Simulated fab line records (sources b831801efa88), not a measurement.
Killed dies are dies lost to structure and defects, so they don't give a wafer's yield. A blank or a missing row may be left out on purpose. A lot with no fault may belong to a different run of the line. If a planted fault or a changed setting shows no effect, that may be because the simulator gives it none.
fab line records :: flow sky130
[record]
  lots = 5
  wafers = 15
  lastDay = 49
route steps=708 shown VIA3@577 METAL4@598 CAP2M@603 PAD_OPEN@708
lots that met no fault: from a run of the same line without faults
startH: hours from the record's first day to the start of the lot's first wafer shown :: waitH: time in hours since the lot's previous step :: " unchanged from the row above :: L1.1+2: one row covering several wafers at once :: - no value, or no start given :: * or withheld: withheld :: < > ~ a bound
route shown NAME@n: a module of which the file shows steps, and the number in the route of the first :: usual: mean and standard deviation over wafers with no fault :: same: alike in all rows :: chamber/n: place in a boat :: sites: per-site readings :: _std_site: the standard deviation of these :: _edge_site: inner sites' mean taken away from outer sites' mean :: radiusMm: for every site, how far away it sits from the centre of the wafer :: mask NAME#n: copy n :: behind: the last tool/chamber to shape the wafer :: hold: why the lot went on hold/how many hours it stayed there/how the hold came to an end :: device: whichever transistor did not switch (one of n, p or np) :: end of line: the tests these same wafers got at the end of their route :: a step given without rows: its recipe and nothing more :: killed: the dies lost at the first sort to structure and to defects; this is not the yield of the wafer :: map: dies across one wafer; x = killed, . = not, _ = none there
set.NAME: the run value of the setting; set.NAME@STEP: its run value at that earlier step :: model.NAME: the simulator's own value behind a step, which no gauge read
lots seen at some steps along the route; tables by step, rows by wafer
services: a tool's chamber out of use, with start hour (startH, from the record's first day; less than 0 if before it), hours out, and reason
[[steps]]
[step SKY_VIA3_DEHYDRATE_04]
[recipe]
  tempC = 200
  timeS = 60
[step SKY_VIA3_HMDS_05]
[recipe]
  primeTimeS = 60
  primeTempC = 120
[step SKY_VIA3_COAT_06]
[recipe]
  resist = BARC
  tempC = withheld
  timeS = withheld
  spinRpm = 3000
  resistThkNm = 60
[step SKY_VIA3_COAT_07]
[recipe]
  resist = KrF-thick
  spinRpm = 3000
  resistThkNm = 450
[step SKY_VIA3_SOFTBAKE_08]
[recipe]
  tempC = 100
  timeS = 90
  resist = KrF-thick
[step SKY_VIA3_EXPOSE_09]
[recipe]
  maskId = VIM3
  na = 0.8
  sourceShape = annular
  sigmaInner = 0.55
  sigmaOuter = 0.85
  targetCdNm = 200
  doseMj = 38
[step SKY_VIA3_PEB_10]
[recipe]
  pebTempC = withheld
  pebTimeS = withheld
  resist = KrF-thick
[step SKY_VIA3_DEVELOP_11]
[recipe]
  developTimeS = 60
  resist = KrF-thick
  devTempC = 21
[step SKY_VIA3_ETCH_14]
[recipe]
  chemistry = N2/H2
  target = BARC
  ionEnergyEv = 200
  sourceW = 500
  biasW = 100
  pressureMtorr = 30
  n2FlowSccm = 100
  h2FlowSccm = 200
  stopOn = SiO2
  timeS = 45.9
  targetDepthA = 600
[step SKY_VIA3_ETCH_15]
[recipe]
  target = SiO2
  chemistry = C4F8/O2/Ar
  targetDepthNm = 507
  stopOn = TiN
  maskMaterial = KrF-thick
  sourceW = 1500
  biasW = 1200
  pressureMtorr = 40
  c4f8FlowSccm = withheld
  O2_flow_sccm = 6
  Ar_flow_sccm = 300
  timeS = 78
[step SKY_VIA3_STRIP_16]
[recipe]
  chemistry = O2/N2
  powerW = 1400
  pressureMtorr = 1500
  platenTempC = withheld
  o2FlowSccm = 3000
  n2FlowSccm = 300
  overashFraction = 0.5
[usual]
  drypumpMotorCurrentA = 5.6/0.49
  n2FlowSccm = 300.0/0.88
  oesProductAu = 0.403/0.0041
  stripTimeToEndpointS = 4.140/0.018
lot.wafer: L425.1
tool: plasmaAsher-02
chamber: 0
startH: 936.09
waitH: 0.0
drypumpMotorCurrentA: 5.9
n2FlowSccm: 300.0
oesProductAu: 0.399
rfHoursCounterH: 112
stripTimeToEndpointS: 4.106

lot.wafer: L425.4
tool: plasmaAsher-02
chamber: 0
startH: 936.09
waitH: 0.0
drypumpMotorCurrentA: 5.8
n2FlowSccm: 299.0
oesProductAu: 0.408
rfHoursCounterH: -
stripTimeToEndpointS: 4.112

lot.wafer: L425.5
tool: plasmaAsher-02
chamber: 1
startH: 936.09
waitH: 0.0
drypumpMotorCurrentA: 6.4
n2FlowSccm: 301.3
oesProductAu: 0.410
rfHoursCounterH: -
stripTimeToEndpointS: 4.148

lot.wafer: L429.2
tool: plasmaAsher-04
chamber: 0
startH: 989.65
waitH: 0.0
drypumpMotorCurrentA: 5.7
n2FlowSccm: 299.9
oesProductAu: 0.403
rfHoursCounterH: 56
stripTimeToEndpointS: 4.133

lot.wafer: L429.4
tool: plasmaAsher-04
chamber: 0
startH: 989.65
waitH: 0.0
drypumpMotorCurrentA: 5.7
n2FlowSccm: 300.0
oesProductAu: 0.406
rfHoursCounterH: -
stripTimeToEndpointS: 4.143

lot.wafer: L429.5
tool: plasmaAsher-04
chamber: 0
startH: 989.65
waitH: 0.0
drypumpMotorCurrentA: 5.7
n2FlowSccm: 300.1
oesProductAu: 0.399
rfHoursCounterH: -
stripTimeToEndpointS: 4.176

lot.wafer: L436.1
tool: plasmaAsher-04
chamber: 0
startH: 1020.58
waitH: 0.0
drypumpMotorCurrentA: 5.7
n2FlowSccm: 301.6
oesProductAu: 0.402
rfHoursCounterH: 59
stripTimeToEndpointS: 4.115

lot.wafer: L436.4
tool: plasmaAsher-04
chamber: 1
startH: 1020.58
waitH: 0.0
drypumpMotorCurrentA: 5.2
n2FlowSccm: 300.3
oesProductAu: 0.403
rfHoursCounterH: -
stripTimeToEndpointS: 4.135

lot.wafer: L436.5
tool: plasmaAsher-04
chamber: 0
startH: 1020.58
waitH: 0.0
drypumpMotorCurrentA: 5.7
n2FlowSccm: 299.5
oesProductAu: 0.413
rfHoursCounterH: -
stripTimeToEndpointS: 4.129

lot.wafer: L437.2
tool: plasmaAsher-04
chamber: 1
startH: 1028.29
waitH: 0.0
drypumpMotorCurrentA: 5.2
n2FlowSccm: 300.6
oesProductAu: 0.396
rfHoursCounterH: 60
stripTimeToEndpointS: 4.147

lot.wafer: L437.5
tool: plasmaAsher-04
chamber: 1
startH: 1028.29
waitH: 0.0
drypumpMotorCurrentA: 5.2
n2FlowSccm: 298.8
oesProductAu: 0.405
rfHoursCounterH: -
stripTimeToEndpointS: 4.146

lot.wafer: L437.6
tool: plasmaAsher-04
chamber: 0
startH: 1028.29
waitH: 0.0
drypumpMotorCurrentA: 5.7
n2FlowSccm: 300.3
oesProductAu: 0.406
rfHoursCounterH: -
stripTimeToEndpointS: 4.154

lot.wafer: L440.2
tool: plasmaAsher-04
chamber: 1
startH: 1041.23
waitH: 0.0
drypumpMotorCurrentA: 5.2
n2FlowSccm: 299.6
oesProductAu: 0.399
rfHoursCounterH: 61
stripTimeToEndpointS: 4.153

lot.wafer: L440.4
tool: plasmaAsher-04
chamber: 0
startH: 1041.23
waitH: 0.0
drypumpMotorCurrentA: 5.7
n2FlowSccm: 300.2
oesProductAu: 0.400
rfHoursCounterH: -
stripTimeToEndpointS: 4.155

lot.wafer: L440.6
tool: plasmaAsher-04
chamber: 0
startH: 1041.23
waitH: 0.0
drypumpMotorCurrentA: 5.7
n2FlowSccm: 298.5
oesProductAu: 0.403
rfHoursCounterH: -
stripTimeToEndpointS: 4.149
[step SKY_VIA3_STRIP_17]
[recipe]
  chemistry = postEtchResidueRemover
  timeS = 1200
  tempC = 72.5
[step SKY_VIA3_CLEAN_18]
[recipe]
  chemistry = IPA
  timeS = 180
  tempC = 25
[step SKY_VIA3_CLEAN_19]
[recipe]
  chemistry = O3/DIW
  dry = n2Spin
[step SKY_VIA3_SPUTTER_20]
[recipe]
  material = TiN
  targetThkNm = 20
  chamberPressurePa = 5
  powerW = 4000
  timeS = 80
[step SKY_VIA3_CVD_21]
[recipe]
  material = W
  targetThkNm = 390
  timeS = 117.31
  tempC = 400
  pressureTorr = 40
[step SKY_VIA3_CMP_24]
[recipe]
  stopOn = SiO2
  tOverpolishS = 20
  downForcePsi = 3.5
  platenRpm = 60
  targetThkNm = 0
  padVelocityMS = 0.94248
[step SKY_METAL4_SPUTTER_00]
[recipe]
  material = Ti
  targetThkNm = 15
  powerW = 3000
  timeS = 10
  chamberPressurePa = 0.4
[step SKY_METAL4_SPUTTER_01]
[recipe]
  material = TiN
  targetThkNm = 20
  powerW = 6500
  timeS = 16.7
  chamberPressurePa = 0.4
[step SKY_METAL4_SPUTTER_02]
[recipe]
  material = AlCu
  targetThkNm = 735
  powerW = 10600
  timeS = 39.1
  chamberPressurePa = 0.3804
[step SKY_METAL4_SPUTTER_03]
[recipe]
  material = Ti
  targetThkNm = 5
  powerW = 3000
  timeS = 3.3
  chamberPressurePa = 0.4
[step SKY_METAL4_SPUTTER_04]
[recipe]
  material = TiN
  targetThkNm = 70
  powerW = 6500
  timeS = 58.3
  chamberPressurePa = 0.4
[step SKY_CAP2M_CVD_00]
[recipe]
  material = SiO2
  targetThkNm = 15.5
  tempC = 400
  timeS = withheld
  rfW = 450
[step SKY_CAP2M_SPUTTER_02]
[recipe]
  material = TiN
  targetThkNm = 200
  tempC = 300
  powerW = 6500
  timeS = 166.7
  chamberPressurePa = 0.4
[step SKY_CAP2M_DEHYDRATE_05]
[recipe]
  tempC = 200
  timeS = 60
[step SKY_CAP2M_HMDS_06]
[recipe]
  primeTimeS = 60
  primeTempC = 120
[step SKY_CAP2M_COAT_07]
[recipe]
  resist = NOVOLAK
  spinRpm = 3000
  resistThkNm = 1140
[step SKY_CAP2M_SOFTBAKE_08]
[recipe]
  tempC = 90
  timeS = 60
  resist = NOVOLAK
[step SKY_CAP2M_EXPOSE_09]
[recipe]
  maskId = CAP2M
  na = 0.6
  sourceShape = conventional
  sigmaOuter = 0.6
  polarization = unpolarized
  targetCdNm = 1000
  doseMj = 159
[step SKY_CAP2M_PEB_10]
[recipe]
  tempC = withheld
  timeS = *
  resist = NOVOLAK
[step SKY_CAP2M_DEVELOP_11]
[recipe]
  resist = NOVOLAK
  developer = TMAH
  developTimeS = 60
  devTempC = 23
[step SKY_CAP2M_METAL_ETCH_13]
[recipe]
  targetDepthNm = 220
  stopOn = SiO2
  chemistry = Cl2/BCl3
  target = TiN
  pressureMtorr = 10
  icpW = 900
  biasW = 48.5
  Cl2_flow_sccm = 60
  bcl3FlowSccm = 30
  timeS = 62.9
[step SKY_CAP2M_STRIP_14]
[recipe]
  chemistry = O2/N2
  powerW = 1400
  pressureMtorr = 1500
  platenTempC = withheld
  o2FlowSccm = 3000
  n2FlowSccm = 300
  overashFraction = 0.5
[step SKY_CAP2M_STRIP_15]
[recipe]
  chemistry = postEtchResidueRemover
  timeS = 1200
  tempC = 72.5
[step SKY_PAD_OPEN_PROBE_99]
[usual]
  defectLimitedYield = 82.4/1.9
  killed_at_M0_to_M3 = 44/7.2
  killed_at_M4_up = 3.2/1.8
  killedAtContacts = 24/5.4
  killedAtFrontEnd = 15/4
  killedAtOther = 0.3/0.56
  killedDies = 87/9.2
  killedOpen = 47/7.3
  killedShort = 39/5.7
  sort_bin_3_pad_short = 0.9/0.45
  sort_bin_5_function = 10.6/1.5
  sort_bin_6_memory = 6.2/1.1
  sortNPass = 405/9.2
  sortYieldPct = 82.4/1.9
[same]
  grossDies = 492
  killedAtBackSide = 0
  sort_bin_4_leakage[%] = 0
  sort_bin_8_speed[%] = 0
lot.wafer: L425.1
tool: prober-02
chamber: -
startH: 1080.74
waitH: 0.1
defectLimitedYield[%]: 83.5
killed_at_M0_to_M3: 27
killed_at_M4_up: 4
killedAtContacts: 32
killedAtFrontEnd: 18
killedAtOther: 0
killedDies: 81
killedOpen: 46
killedShort: 35
sort_bin_3_pad_short[%]: 1.0
sort_bin_5_function[%]: 10.2
sort_bin_6_memory[%]: 5.3
sortNPass: 411
sortYieldPct[%]: 83.5
model.etest.tester.sortNPass: 411
model.etest.tester.sortYieldPct: 83.54
model.etest.tester.sort_bin_5_pct: 10.16
model.etest.tester.sort_bin_3_pct: 1.016

lot.wafer: L425.4
tool: prober-02
chamber: -
startH: 1080.89
waitH: 0.2
defectLimitedYield[%]: 79.1
killed_at_M0_to_M3: 48
killed_at_M4_up: 5
killedAtContacts: 26
killedAtFrontEnd: 24
killedAtOther: 0
killedDies: 103
killedOpen: 61
killedShort: 42
sort_bin_3_pad_short[%]: 0.6
sort_bin_5_function[%]: 13.8
sort_bin_6_memory[%]: 6.5
sortNPass: 389
sortYieldPct[%]: 79.1
model.etest.tester.sortNPass: 389
model.etest.tester.sortYieldPct: 79.06
model.etest.tester.sort_bin_5_pct: 13.82
model.etest.tester.sort_bin_3_pct: 0.6098

lot.wafer: L425.5
tool: prober-02
chamber: -
startH: 1080.94
waitH: 0.2
defectLimitedYield[%]: 80.7
killed_at_M0_to_M3: 46
killed_at_M4_up: 4
killedAtContacts: 22
killedAtFrontEnd: 23
killedAtOther: 0
killedDies: 95
killedOpen: 49
killedShort: 46
sort_bin_3_pad_short[%]: 0.6
sort_bin_5_function[%]: 12.6
sort_bin_6_memory[%]: 6.1
sortNPass: 397
sortYieldPct[%]: 80.7
model.etest.tester.sortNPass: 397
model.etest.tester.sortYieldPct: 80.69
model.etest.tester.sort_bin_5_pct: 12.6
model.etest.tester.sort_bin_3_pct: 0.6098

lot.wafer: L429.2
tool: prober-02
chamber: -
startH: 1125.93
waitH: 0.1
defectLimitedYield[%]: 84.3
killed_at_M0_to_M3: 38
killed_at_M4_up: 2
killedAtContacts: 24
killedAtFrontEnd: 12
killedAtOther: 1
killedDies: 77
killedOpen: 46
killedShort: 31
sort_bin_3_pad_short[%]: 0.6
sort_bin_5_function[%]: 10.4
sort_bin_6_memory[%]: 4.7
sortNPass: 415
sortYieldPct[%]: 84.3
model.etest.tester.sortNPass: 415
model.etest.tester.sortYieldPct: 84.35
model.etest.tester.sort_bin_5_pct: 10.37
model.etest.tester.sort_bin_3_pct: 0.6098

lot.wafer: L429.4
tool: prober-02
chamber: -
startH: 1126.03
waitH: 0.2
defectLimitedYield[%]: 83.9
killed_at_M0_to_M3: 36
killed_at_M4_up: 4
killedAtContacts: 22
killedAtFrontEnd: 16
killedAtOther: 1
killedDies: 79
killedOpen: 43
killedShort: 36
sort_bin_3_pad_short[%]: 0.8
sort_bin_5_function[%]: 8.9
sort_bin_6_memory[%]: 6.3
sortNPass: 413
sortYieldPct[%]: 83.9
model.etest.tester.sortNPass: 413
model.etest.tester.sortYieldPct: 83.94
model.etest.tester.sort_bin_5_pct: 8.943
model.etest.tester.sort_bin_3_pct: 0.813

lot.wafer: L429.5
tool: prober-02
chamber: -
startH: 1126.08
waitH: 0.2
defectLimitedYield[%]: 79.9
killed_at_M0_to_M3: 53
killed_at_M4_up: 3
killedAtContacts: 21
killedAtFrontEnd: 21
killedAtOther: 1
killedDies: 99
killedOpen: 53
killedShort: 46
sort_bin_3_pad_short[%]: 0.4
sort_bin_5_function[%]: 12.4
sort_bin_6_memory[%]: 7.3
sortNPass: 393
sortYieldPct[%]: 79.9
model.etest.tester.sortNPass: 393
model.etest.tester.sortYieldPct: 79.88
model.etest.tester.sort_bin_5_pct: 12.4
model.etest.tester.sort_bin_3_pct: 0.4065

lot.wafer: L436.1
tool: prober-01
chamber: -
startH: 1152.51
waitH: 0.1
defectLimitedYield[%]: 86.0
killed_at_M0_to_M3: 37
killed_at_M4_up: 3
killedAtContacts: 17
killedAtFrontEnd: 12
killedAtOther: 0
killedDies: 69
killedOpen: 40
killedShort: 28
sort_bin_3_pad_short[%]: 0.2
sort_bin_5_function[%]: 8.7
sort_bin_6_memory[%]: 5.1
sortNPass: 423
sortYieldPct[%]: 86.0
model.etest.tester.sortNPass: 423
model.etest.tester.sortYieldPct: 85.98
model.etest.tester.sort_bin_5_pct: 8.74
model.etest.tester.sort_bin_3_pct: 0.2033

lot.wafer: L436.4
tool: prober-01
chamber: -
startH: 1152.66
waitH: 0.2
defectLimitedYield[%]: 78.5
killed_at_M0_to_M3: 72
killed_at_M4_up: 0
killedAtContacts: 21
killedAtFrontEnd: 13
killedAtOther: 0
killedDies: 106
killedOpen: 30
killedShort: 35
sort_bin_3_pad_short[%]: 2.0
sort_bin_5_function[%]: 13.6
sort_bin_6_memory[%]: 5.9
sortNPass: 386
sortYieldPct[%]: 78.5
model.etest.tester.sortNPass: 386
model.etest.tester.sortYieldPct: 78.46
model.etest.tester.sort_bin_5_pct: 13.62
model.etest.tester.sort_bin_3_pct: 2.033

lot.wafer: L436.5
tool: prober-01
chamber: -
startH: 1152.71
waitH: 0.2
defectLimitedYield[%]: 80.5
killed_at_M0_to_M3: 54
killed_at_M4_up: 2
killedAtContacts: 27
killedAtFrontEnd: 13
killedAtOther: 0
killedDies: 96
killedOpen: 55
killedShort: 41
sort_bin_3_pad_short[%]: 0.8
sort_bin_5_function[%]: 11.4
sort_bin_6_memory[%]: 7.3
sortNPass: 396
sortYieldPct[%]: 80.5
model.etest.tester.sortNPass: 396
model.etest.tester.sortYieldPct: 80.49
model.etest.tester.sort_bin_5_pct: 11.38
model.etest.tester.sort_bin_3_pct: 0.813

lot.wafer: L437.2
tool: prober-02
chamber: -
startH: 1158.62
waitH: 0.1
defectLimitedYield[%]: 75.0
killed_at_M0_to_M3: 79
killed_at_M4_up: 5
killedAtContacts: 20
killedAtFrontEnd: 19
killedAtOther: 0
killedDies: 123
killedOpen: 48
killedShort: 37
sort_bin_3_pad_short[%]: 2.4
sort_bin_5_function[%]: 14.6
sort_bin_6_memory[%]: 7.9
sortNPass: 369
sortYieldPct[%]: 75.0
model.etest.tester.sortNPass: 369
model.etest.tester.sortYieldPct: 75
model.etest.tester.sort_bin_5_pct: 14.63
model.etest.tester.sort_bin_3_pct: 2.439

lot.wafer: L437.5
tool: prober-02
chamber: -
startH: 1158.77
waitH: 0.2
defectLimitedYield[%]: 72.6
killed_at_M0_to_M3: 79
killed_at_M4_up: 4
killedAtContacts: 33
killedAtFrontEnd: 19
killedAtOther: 0
killedDies: 135
killedOpen: 51
killedShort: 44
sort_bin_3_pad_short[%]: 3.3
sort_bin_5_function[%]: 17.5
sort_bin_6_memory[%]: 6.7
sortNPass: 357
sortYieldPct[%]: 72.6
model.etest.tester.sortNPass: 357
model.etest.tester.sortYieldPct: 72.56
model.etest.tester.sort_bin_5_pct: 17.48
model.etest.tester.sort_bin_3_pct: 3.252

lot.wafer: L437.6
tool: prober-02
chamber: -
startH: 1158.82
waitH: 0.2
defectLimitedYield[%]: 83.5
killed_at_M0_to_M3: 37
killed_at_M4_up: 1
killedAtContacts: 26
killedAtFrontEnd: 17
killedAtOther: 0
killedDies: 81
killedOpen: 41
killedShort: 38
sort_bin_3_pad_short[%]: 1.0
sort_bin_5_function[%]: 8.9
sort_bin_6_memory[%]: 6.5
sortNPass: 411
sortYieldPct[%]: 83.5
model.etest.tester.sortNPass: 411
model.etest.tester.sortYieldPct: 83.54
model.etest.tester.sort_bin_5_pct: 8.943
model.etest.tester.sort_bin_3_pct: 1.016

lot.wafer: L440.2
tool: prober-01
chamber: -
startH: 1170.68
waitH: 0.1
defectLimitedYield[%]: 74.8
killed_at_M0_to_M3: 76
killed_at_M4_up: 3
killedAtContacts: 25
killedAtFrontEnd: 20
killedAtOther: 0
killedDies: 124
killedOpen: 40
killedShort: 43
sort_bin_3_pad_short[%]: 3.3
sort_bin_5_function[%]: 15.4
sort_bin_6_memory[%]: 6.5
sortNPass: 368
sortYieldPct[%]: 74.8
model.etest.tester.sortNPass: 368
model.etest.tester.sortYieldPct: 74.8
model.etest.tester.sort_bin_5_pct: 15.45
model.etest.tester.sort_bin_3_pct: 3.252

lot.wafer: L440.4
tool: prober-01
chamber: -
startH: 1170.78
waitH: 0.2
defectLimitedYield[%]: 81.1
killed_at_M0_to_M3: 39
killed_at_M4_up: 4
killedAtContacts: 28
killedAtFrontEnd: 22
killedAtOther: 0
killedDies: 93
killedOpen: 45
killedShort: 47
sort_bin_3_pad_short[%]: 1.2
sort_bin_5_function[%]: 11.0
sort_bin_6_memory[%]: 6.7
sortNPass: 399
sortYieldPct[%]: 81.1
model.etest.tester.sortNPass: 399
model.etest.tester.sortYieldPct: 81.1
model.etest.tester.sort_bin_5_pct: 10.98
model.etest.tester.sort_bin_3_pct: 1.22

lot.wafer: L440.6
tool: prober-01
chamber: -
startH: 1170.88
waitH: 0.2
defectLimitedYield[%]: 84.6
killed_at_M0_to_M3: 34
killed_at_M4_up: 2
killedAtContacts: 24
killedAtFrontEnd: 16
killedAtOther: 0
killedDies: 76
killedOpen: 39
killedShort: 35
sort_bin_3_pad_short[%]: 1.4
sort_bin_5_function[%]: 8.1
sort_bin_6_memory[%]: 5.9
sortNPass: 416
sortYieldPct[%]: 84.6
model.etest.tester.sortNPass: 416
model.etest.tester.sortYieldPct: 84.55
model.etest.tester.sort_bin_5_pct: 8.13
model.etest.tester.sort_bin_3_pct: 1.423
// killed by level:class
L425.1 LI_CONTACT:geometricParticle:open=11 FIELD_ISO:geometricParticle:open=7 CONTACT:geometricParticle:open=7 LI_CONTACT:geometricParticle:short=6 CONTACT:geometricParticle:short=6 VIA2:geometricParticle:open=6 VIA1:geometricParticle:open=5 POLY_GATE:geometricParticle:short=4
L425.4 VIA3:geometricParticle:open=12 CONTACT:geometricParticle:open=10 VIA1:geometricParticle:open=10 METAL2:geometricParticle:short=8 VIA2:geometricParticle:open=7 FIELD_ISO:geometricParticle:open=6 POLY_GATE:geometricParticle:open=6 FIELD_ISO:geometricParticle:short=5
L425.5 VIA1:geometricParticle:open=15 CONTACT:geometricParticle:open=10 POLY_GATE:geometricParticle:short=8 FIELD_ISO:geometricParticle:short=6 METAL2:geometricParticle:short=6 LOCAL_INTERCONNECT:geometricParticle:short=5 FIELD_ISO:geometricParticle:open=4 VIA1:geometricParticle:short=4
L429.2 VIA1:geometricParticle:open=13 CONTACT:geometricParticle:open=11 VIA1:geometricParticle:short=7 LI_CONTACT:geometricParticle:open=5 FIELD_ISO:geometricParticle:open=4 VIA3:geometricParticle:open=4 METAL1:geometricParticle:short=4 LOCAL_INTERCONNECT:geometricParticle:short=4
L429.4 VIA3:geometricParticle:open=11 VIA1:geometricParticle:open=9 LOCAL_INTERCONNECT:geometricParticle:short=6 CONTACT:geometricParticle:open=5 METAL1:geometricParticle:short=5 FIELD_ISO:geometricParticle:open=4 CONTACT:geometricParticle:short=4 METAL4:geometricParticle:short=4
L429.5 VIA1:geometricParticle:open=11 VIA3:geometricParticle:open=10 LI_CONTACT:geometricParticle:open=8 FIELD_ISO:geometricParticle:open=7 VIA2:geometricParticle:open=7 CONTACT:geometricParticle:short=6 VIA3:geometricParticle:short=6 VIA2:geometricParticle:short=5
L436.1 VIA1:geometricParticle:open=12 CONTACT:geometricParticle:short=5 VIA2:geometricParticle:open=5 LI_CONTACT:geometricParticle:open=4 LOCAL_INTERCONNECT:geometricParticle:short=4 CONTACT:geometricParticle:open=4 METAL2:geometricParticle:short=4 POLY_GATE:geometricParticle:open=3
L436.4 VIA3:unspecified=41 FIELD_ISO:geometricParticle:short=6 CONTACT:geometricParticle:open=6 LI_CONTACT:geometricParticle:open=5 LOCAL_INTERCONNECT:geometricParticle:short=5 VIA1:geometricParticle:open=5 METAL2:geometricParticle:short=5 VIA3:geometricParticle:open=5
L436.5 VIA1:geometricParticle:open=12 CONTACT:geometricParticle:short=8 VIA3:geometricParticle:open=8 CONTACT:geometricParticle:open=8 VIA2:geometricParticle:open=8 METAL1:geometricParticle:short=7 VIA1:geometricParticle:short=6 LI_CONTACT:geometricParticle:open=5
L437.2 VIA3:unspecified=37 VIA1:geometricParticle:open=14 VIA2:geometricParticle:open=7 LI_CONTACT:geometricParticle:open=6 CONTACT:geometricParticle:open=5 VIA1:geometricParticle:short=5 FIELD_ISO:geometricParticle:open=4 FIELD_ISO:geometricParticle:short=4
L437.5 VIA3:unspecified=38 VIA1:geometricParticle:open=11 LI_CONTACT:geometricParticle:open=10 CONTACT:geometricParticle:short=8 CONTACT:geometricParticle:open=8 METAL1:geometricParticle:short=6 VIA3:geometricParticle:short=6 FIELD_ISO:geometricParticle:short=5
L437.6 LI_CONTACT:geometricParticle:open=9 VIA1:geometricParticle:open=9 POLY_GATE:geometricParticle:short=8 CONTACT:geometricParticle:short=6 CONTACT:geometricParticle:open=6 METAL2:geometricParticle:short=5 VIA2:geometricParticle:open=5 VIA3:geometricParticle:short=4
L440.2 VIA3:unspecified=40 FIELD_ISO:geometricParticle:short=9 VIA1:geometricParticle:open=9 CONTACT:geometricParticle:open=6 VIA2:geometricParticle:open=6 LI_CONTACT:geometricParticle:open=5 CONTACT:geometricParticle:short=5 LI_CONTACT:geometricParticle:short=4
L440.4 VIA1:geometricParticle:open=8 METAL2:geometricParticle:short=7 POLY_GATE:geometricParticle:short=6 LI_CONTACT:geometricParticle:open=6 LOCAL_INTERCONNECT:geometricParticle:short=6 CONTACT:geometricParticle:open=6 VIA3:geometricParticle:open=6 CONTACT:geometricParticle:short=5
L440.6 CONTACT:geometricParticle:open=12 VIA1:geometricParticle:open=7 VIA3:geometricParticle:open=5 FIELD_ISO:geometricParticle:short=4 LI_CONTACT:geometricParticle:open=4 VIA1:geometricParticle:short=4 METAL2:geometricParticle:short=4 POLY_GATE:geometricParticle:short=3
// map L436.4 (x killed, . not)
__________..x......x_________
________.....xx...xxx._______
______...........x......_____
_____....x....x........x.____
____..x..................x___
___............x...x...x.x.__
__.x..xx...................._
_x...x...x.......x..x........
_...x.x.x....................
_..........x......xx.x.......
_...................xx.......
_..x...x....x.x..x.......x...
_....x...........x..x......x.
_x.............x..x....xx..x.
_x..............x.x.xxx.xx...
__..x......x.....xxxxxxx.x.._
___.......x.......xxxxxxx..__
____......x.x.x..xxxxxxxxx___
_____.........x...xxxxxx.____
______..x.......x.xx.xxx_____
________..........xxx._______
__________.........x_________
// map L437.5 (x killed, . not)
__________xx..xx...._________
________..x......x...._______
______........x.....x..._____
_____..x....x...x.x.xxx.x____
____.....x.....xx.......xx___
___.x.x....................__
__x.x.x.......x.........xxxx_
_..........x..x..x.x.........
_....................x....xx.
_x...xxxx..x.....x....x..x...
_xx.....x.....xx.............
_.........x.....x.x.....xxx..
_.......xx...xx..x......x....
_.x.x..x...x.x.........x.x..x
_...x...x...x..x.x..xxxxxx..x
__x.....x.x.......xxxxxxxx.._
___........x.....xxxxxxxxx.__
____...x.........xxxxxxxx.___
_____.x..x.x........xxxx.____
______........x....xxxx._____
________x.x....x...xxx_______
__________.xx..x...._________
[[services]]
tool: plasmaAsher-02
chamber: -
startH: 992.32
hours: 0.6
kind: repair
[[key]]
[firstSign]
  step = SKY_PAD_OPEN_PROBE_99
  reading = killed_at_M0_to_M3
  direction = up
  sigmas = 4.5
  usual = 44
  struck = 76
[effect]
  step = SKY_PAD_OPEN_PROBE_99
  reading = sort_bin_3_pad_short
  direction = up
  sigmas = 4.1
  usual = 0.9
  struck = 2.7
[modelEffect]
  step = SKY_PAD_OPEN_PROBE_99
  value = etest.tester.sortNPass
  without = 403.5
  struck = 370
metAt SKY_VIA3_STRIP_16
struckWafers L436.4,L437.2,L437.5,L440.2
[fault]
  kind = chamberParticleSource
  tool = plasmaAsher-04
  chamber = 1
  onsetH = 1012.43
  steps = SKY_VIA3_STRIP_16
  ratePerVisitCm2 = 0.40336
  endH = 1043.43
